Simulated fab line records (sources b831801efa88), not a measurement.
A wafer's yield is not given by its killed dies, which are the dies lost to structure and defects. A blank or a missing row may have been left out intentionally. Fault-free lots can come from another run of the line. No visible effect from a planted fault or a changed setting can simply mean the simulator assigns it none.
Which tool was responsible? / flow gf180mcu / 39 wafers from 13 lots sampled at 5 of the route's 602 steps

WHAT THE GAUGES SHOWED, per wafer
GF_POLY_GATE_THK_MEAS_01.
lot=L842; measured=day 8 13:29; on=film metro-03; POLY_GATE_CVD_00_THK (nm)=198.0 199.6 199.3
lot=L843; measured=day 8 19:17; on=film metro-01; POLY_GATE_CVD_00_THK (nm)=198.6 201.0 200.3
lot=L844; measured=day 9 01:38; on=film metro-03; POLY_GATE_CVD_00_THK (nm)=204.4 201.5 202.3
lot=L845; measured=day 9 07:55; on=film metro-03; POLY_GATE_CVD_00_THK (nm)=199.3 196.5 197.6
lot=L846; measured=day 9 17:05; on=film metro-03; POLY_GATE_CVD_00_THK (nm)=199.6 199.8 198.2
lot=L847; measured=day 10 01:01; on=film metro-04; POLY_GATE_CVD_00_THK (nm)=201.0 200.9 199.8
lot=L848; measured=day 10 08:08; on=film metro-04; POLY_GATE_CVD_00_THK (nm)=199.8 200.4 201.3
lot=L849; measured=day 10 12:53; on=film metro-04; POLY_GATE_CVD_00_THK (nm)=198.2 197.4 200.0
lot=L850; measured=day 10 22:35; on=film metro-03; POLY_GATE_CVD_00_THK (nm)=203.9 203.2 202.7
lot=L856; measured=day 12 12:25; on=film metro-04; POLY_GATE_CVD_00_THK (nm)=251.4 252.6 252.1
lot=L857; measured=day 12 21:43; on=film metro-04; POLY_GATE_CVD_00_THK (nm)=254.0 254.8 253.8
lot=L858; measured=day 12 23:58; on=film metro-01; POLY_GATE_CVD_00_THK (nm)=253.6 255.4 255.2
lot=L860; measured=day 13 22:00; on=film metro-04; POLY_GATE_CVD_00_THK (nm)=203.6 200.5 202.4

GF_HV_LDD_OVL_MEAS_47.
lot=L842; measured=day 12 09:58; on=overlay-01; HV_LDD_03_OVL (nm)=1.9 2.4 0.8
lot=L843; measured=day 12 15:41; on=overlay-02; HV_LDD_03_OVL (nm)=0.2 -1.0 0.6
lot=L844; measured=day 13 01:59; on=overlay-02; HV_LDD_03_OVL (nm)=0.2 -1.7 -1.4
lot=L845; measured=day 13 07:40; on=overlay-01; HV_LDD_03_OVL (nm)=-0.6 -1.7 -1.5
lot=L846; measured=day 13 19:35; on=overlay-01; HV_LDD_03_OVL (nm)=2.3 0.9 1.7
lot=L847; measured=day 14 03:46; on=overlay-01; HV_LDD_03_OVL (nm)=-1.9 -0.8 -0.5
lot=L848; measured=day 14 11:53; on=overlay-02; HV_LDD_03_OVL (nm)=1.9 2.1 -0.9
lot=L849; measured=day 14 17:11; on=overlay-02; HV_LDD_03_OVL (nm)=0.0 1.8 -0.2
lot=L850; measured=day 15 03:23; on=overlay-01; HV_LDD_03_OVL (nm)=2.8 0.1 0.5
lot=L856; measured=day 17 03:10; on=overlay-01; HV_LDD_03_OVL (nm)=1.4 0.5 0.4
lot=L857; measured=day 17 16:02; on=overlay-02; HV_LDD_03_OVL (nm)=-3.4 -2.2 -2.1
lot=L858; measured=day 17 16:41; on=overlay-02; HV_LDD_03_OVL (nm)=-1.3 -0.4 -0.8
lot=L860; measured=day 18 14:53; on=overlay-01; HV_LDD_03_OVL (nm)=-0.6 1.6 0.0

GF_SAB_THK_MEAS_01.
lot=L842; measured=day 14 05:45; on=film metro-03; SAB_CVD_00_THK (nm)=49.9 49.6 50.6
lot=L843; measured=day 14 11:02; on=film metro-03; SAB_CVD_00_THK (nm)=49.7 49.2 50.2
lot=L844; measured=day 14 22:29; on=film metro-01; SAB_CVD_00_THK (nm)=50.4 50.1 49.7
lot=L845; measured=day 15 08:50; on=film metro-02; SAB_CVD_00_THK (nm)=50.5 50.7 50.7
lot=L846; measured=day 15 17:17; on=film metro-02; SAB_CVD_00_THK (nm)=50.3 51.0 51.3
lot=L847; measured=day 16 02:28; on=film metro-02; SAB_CVD_00_THK (nm)=48.7 49.5 51.2
lot=L848; measured=day 16 10:44; on=film metro-03; SAB_CVD_00_THK (nm)=49.4 49.5 49.5
lot=L849; measured=day 16 16:56; on=film metro-01; SAB_CVD_00_THK (nm)=49.7 49.7 51.1
lot=L850; measured=day 17 03:47; on=film metro-01; SAB_CVD_00_THK (nm)=50.5 50.9 50.9
lot=L856; measured=day 19 06:14; on=film metro-01; SAB_CVD_00_THK (nm)=49.9 51.1 50.9
lot=L857; measured=day 19 21:04; on=film metro-02; SAB_CVD_00_THK (nm)=48.4 49.9 49.8
lot=L858; measured=day 19 23:47; on=film metro-01; SAB_CVD_00_THK (nm)=49.5 50.5 50.7
lot=L860; measured=day 20 19:56; on=film metro-02; SAB_CVD_00_THK (nm)=49.1 49.9 49.9

EACH LOT AND THE TOOL THAT RAN IT (in order: tool; ch and the chambers of the sampled wafers; start)
lot=L842; GF_DNWELL_STRIP_08=plasma asher-04 ch 0, day 2 18:48; GF_POLY_GATE_CVD_00=lpcvd-02 ch 0, day 8 12:09
lot=L843; GF_DNWELL_STRIP_08=plasma asher-04 ch 0,1, day 3 00:35; GF_POLY_GATE_CVD_00=lpcvd-02 ch 0, day 8 17:57
lot=L844; GF_DNWELL_STRIP_08=plasma asher-04 ch 0,1, day 3 04:58; GF_POLY_GATE_CVD_00=lpcvd-01 ch 1, day 9 00:18
lot=L845; GF_DNWELL_STRIP_08=plasma asher-03 ch 0,1, day 3 10:28; GF_POLY_GATE_CVD_00=lpcvd-02 ch 1, day 9 06:34
lot=L846; GF_DNWELL_STRIP_08=plasma asher-02 ch 0,1, day 3 16:09; GF_POLY_GATE_CVD_00=lpcvd-02 ch 1, day 9 15:45
lot=L847; GF_DNWELL_STRIP_08=plasma asher-03 ch 0,1, day 3 20:38; GF_POLY_GATE_CVD_00=lpcvd-01 ch 0, day 9 23:40
lot=L848; GF_DNWELL_STRIP_08=plasma asher-04 ch 0,1, day 4 04:32; GF_POLY_GATE_CVD_00=lpcvd-01 ch 1, day 10 06:48
lot=L849; GF_DNWELL_STRIP_08=plasma asher-02 ch 0,1, day 4 07:41; GF_POLY_GATE_CVD_00=lpcvd-02 ch 0, day 10 11:33
lot=L850; GF_DNWELL_STRIP_08=plasma asher-02 ch 0,1, day 4 14:30; GF_POLY_GATE_CVD_00=lpcvd-01 ch 0, day 10 20:35
lot=L856; GF_DNWELL_STRIP_08=plasma asher-03 ch 0,1, day 5 20:51; GF_POLY_GATE_CVD_00=lpcvd-02 ch 0, day 12 11:05
lot=L857; GF_DNWELL_STRIP_08=plasma asher-03 ch 0,1, day 6 03:46; GF_POLY_GATE_CVD_00=lpcvd-02 ch 1, day 12 20:23
lot=L858; GF_DNWELL_STRIP_08=plasma asher-02 ch 1, day 6 06:43; GF_POLY_GATE_CVD_00=lpcvd-02 ch 1, day 12 22:37
lot=L860; GF_DNWELL_STRIP_08=plasma asher-04 ch 0,1, day 6 18:28; GF_POLY_GATE_CVD_00=lpcvd-01 ch 1, day 13 20:39
- GF_DNWELL_STRIP_08: strips in O2/N2.
- GF_POLY_GATE_CVD_00: deposits poly-Si, target thk 200 nm, time 1200 s.

AS READ BY THE TOOLS THEMSELVES (means over the sampled wafers that have a number; for cases with no such wafer, the mark the record gives instead)
GF_DNWELL_STRIP_08.
lot=L842; tool=plasma asher-04; drypump motor current A (A)=5.4; heater power w (W)=305; oes product au (a.u.)=0.720; strip time to endpoint s (s)=37.02
lot=L843; tool=plasma asher-04; drypump motor current A (A)=5.3; heater power w (W)=305; oes product au (a.u.)=0.725; strip time to endpoint s (s)=36.98
lot=L844; tool=plasma asher-04; drypump motor current A (A)=5.2; heater power w (W)=293; oes product au (a.u.)=0.724; strip time to endpoint s (s)=36.96
lot=L845; tool=plasma asher-03; drypump motor current A (A)=6.3; heater power w (W)=342; oes product au (a.u.)=0.722; strip time to endpoint s (s)=36.84
lot=L846; tool=plasma asher-02; drypump motor current A (A)=6.0; heater power w (W)=331; oes product au (a.u.)=0.722; strip time to endpoint s (s)=36.97
lot=L847; tool=plasma asher-03; drypump motor current A (A)=6.3; heater power w (W)=342; oes product au (a.u.)=0.725; strip time to endpoint s (s)=36.97
lot=L848; tool=plasma asher-04; drypump motor current A (A)=5.2; heater power w (W)=296; oes product au (a.u.)=0.721; strip time to endpoint s (s)=36.92
lot=L849; tool=plasma asher-02; drypump motor current A (A)=5.9; heater power w (W)=325; oes product au (a.u.)=0.724; strip time to endpoint s (s)=36.89
lot=L850; tool=plasma asher-02; drypump motor current A (A)=5.9; heater power w (W)=324; oes product au (a.u.)=0.728; strip time to endpoint s (s)=37.10
lot=L856; tool=plasma asher-03; drypump motor current A (A)=5.9; heater power w (W)=325; oes product au (a.u.)=0.721; strip time to endpoint s (s)=36.97
lot=L857; tool=plasma asher-03; drypump motor current A (A)=6.3; heater power w (W)=343; oes product au (a.u.)=0.725; strip time to endpoint s (s)=36.79
lot=L858; tool=plasma asher-02; drypump motor current A (A)=5.9; heater power w (W)=320; oes product au (a.u.)=0.722; strip time to endpoint s (s)=36.98
lot=L860; tool=plasma asher-04; drypump motor current A (A)=5.3; heater power w (W)=301; oes product au (a.u.)=0.723; strip time to endpoint s (s)=36.97

GF_POLY_GATE_CVD_00.
lot=L842; tool=lpcvd-02; spike tc bottom C (C)=647; spike tc centre C (C)=619.9; spike tc lower C (C)=619.9; spike tc top C (C)=640.3; spike tc upper C (C)=619.9; susceptor temp C (C)=619.65
lot=L843; tool=lpcvd-02; spike tc bottom C (C)=647; spike tc centre C (C)=619.6; spike tc lower C (C)=620.2; spike tc top C (C)=641.5; spike tc upper C (C)=619.3; susceptor temp C (C)=619.85
lot=L844; tool=lpcvd-01; spike tc bottom C (C)=637; spike tc centre C (C)=618.6; spike tc lower C (C)=620.2; spike tc top C (C)=635.2; spike tc upper C (C)=620.9; susceptor temp C (C)=620.21
lot=L845; tool=lpcvd-02; spike tc bottom C (C)=645; spike tc centre C (C)=620.1; spike tc lower C (C)=622.3; spike tc top C (C)=636.9; spike tc upper C (C)=619.9; susceptor temp C (C)=620.21
lot=L846; tool=lpcvd-02; spike tc bottom C (C)=646; spike tc centre C (C)=621.7; spike tc lower C (C)=620.3; spike tc top C (C)=637.4; spike tc upper C (C)=619.4; susceptor temp C (C)=619.97
lot=L847; tool=lpcvd-01; spike tc bottom C (C)=637; spike tc centre C (C)=620.7; spike tc lower C (C)=619.1; spike tc top C (C)=635.2; spike tc upper C (C)=621.4; susceptor temp C (C)=620.20
lot=L848; tool=lpcvd-01; spike tc bottom C (C)=638; spike tc centre C (C)=619.2; spike tc lower C (C)=620.0; spike tc top C (C)=634.0; spike tc upper C (C)=618.5; susceptor temp C (C)=620.31
lot=L849; tool=lpcvd-02; spike tc bottom C (C)=648; spike tc centre C (C)=621.3; spike tc lower C (C)=620.6; spike tc top C (C)=641.2; spike tc upper C (C)=619.8; susceptor temp C (C)=620.10
lot=L850; tool=lpcvd-01; spike tc bottom C (C)=637; spike tc centre C (C)=621.8; spike tc lower C (C)=618.3; spike tc top C (C)=635.5; spike tc upper C (C)=620.4; susceptor temp C (C)=619.97
lot=L856; tool=lpcvd-02; spike tc bottom C (C)=657; spike tc centre C (C)=630.1; spike tc lower C (C)=629.5; spike tc top C (C)=651.9; spike tc upper C (C)=630.6; susceptor temp C (C)=630.51
lot=L857; tool=lpcvd-02; spike tc bottom C (C)=656; spike tc centre C (C)=631.1; spike tc lower C (C)=631.3; spike tc top C (C)=646.1; spike tc upper C (C)=629.7; susceptor temp C (C)=630.03
lot=L858; tool=lpcvd-02; spike tc bottom C (C)=656; spike tc centre C (C)=630.7; spike tc lower C (C)=631.9; spike tc top C (C)=647.8; spike tc upper C (C)=629.1; susceptor temp C (C)=630.21
lot=L860; tool=lpcvd-01; spike tc bottom C (C)=638; spike tc centre C (C)=620.0; spike tc lower C (C)=619.9; spike tc top C (C)=635.0; spike tc upper C (C)=619.2; susceptor temp C (C)=620.13

THE ANSWER, worked out from the rows above alone
Rule: the lots themselves supply what counts as usual. The widest of any qualifying gaps counts: lots, ordered by their means at a reading, are off when they make up no more than a third of the lots, leave a main group of 4 or more, and stand apart from it by 3 or more times the standard deviation of that group's means. A main group is skipped when, at the precision printed for the reading in the tables above, its means are all equal. A lot without any number at a reading at which 4 lots or more have one is off too. Any other lot the step has rows for is counted as sound. After the gauges, taken in route order, come the tools' own readings; for these a lot's mean is taken, as printed above. The first step at which some lot is off is used, and at that step the reading that is off furthest; a lot without a number counts as furthest.
Off: L856, L857, L858, at GF_POLY_GATE_THK_MEAS_01 (POLY_GATE_CVD_00_THK). Mean 200.4 nm and standard deviation 1.8 in the main group.
If a tool, at a process step before that reading, ran all the lots that are off and no sound lot after the first of them, it fits. Not tried: the gauges at GF_POLY_GATE_THK_MEAS_01; whatever is off there is also off at GF_POLY_GATE_CVD_00, on other tools, and gauge error can't account for it. One candidate fits, namely lpcvd-02 at GF_POLY_GATE_CVD_00. Its last sound lot is L849 (day 10 11:33), its first lot that is off L856 (day 12 11:05): a fault that began between those two fits.
The tool's own readings at GF_POLY_GATE_CVD_00 bear it out: on the lots that are off they differ by more than 5 times the standard deviation of the sound lots' means. spike tc centre C reads 630.6 C there against 620.3 C on the sound lots; spike tc lower C reads 630.9 C there against 620.1 C on the sound lots; spike tc upper C reads 629.8 C there against 619.9 C on the sound lots; susceptor temp C reads 630.25 C there against 620.06 C on the sound lots.

WHAT THE SIMULATOR PUT IN
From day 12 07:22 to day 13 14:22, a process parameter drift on lpcvd-02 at GF_POLY_GATE_CVD_00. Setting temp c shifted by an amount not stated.
Lots struck among those shown: L856, L857, L858. This agrees with what the rule above found.
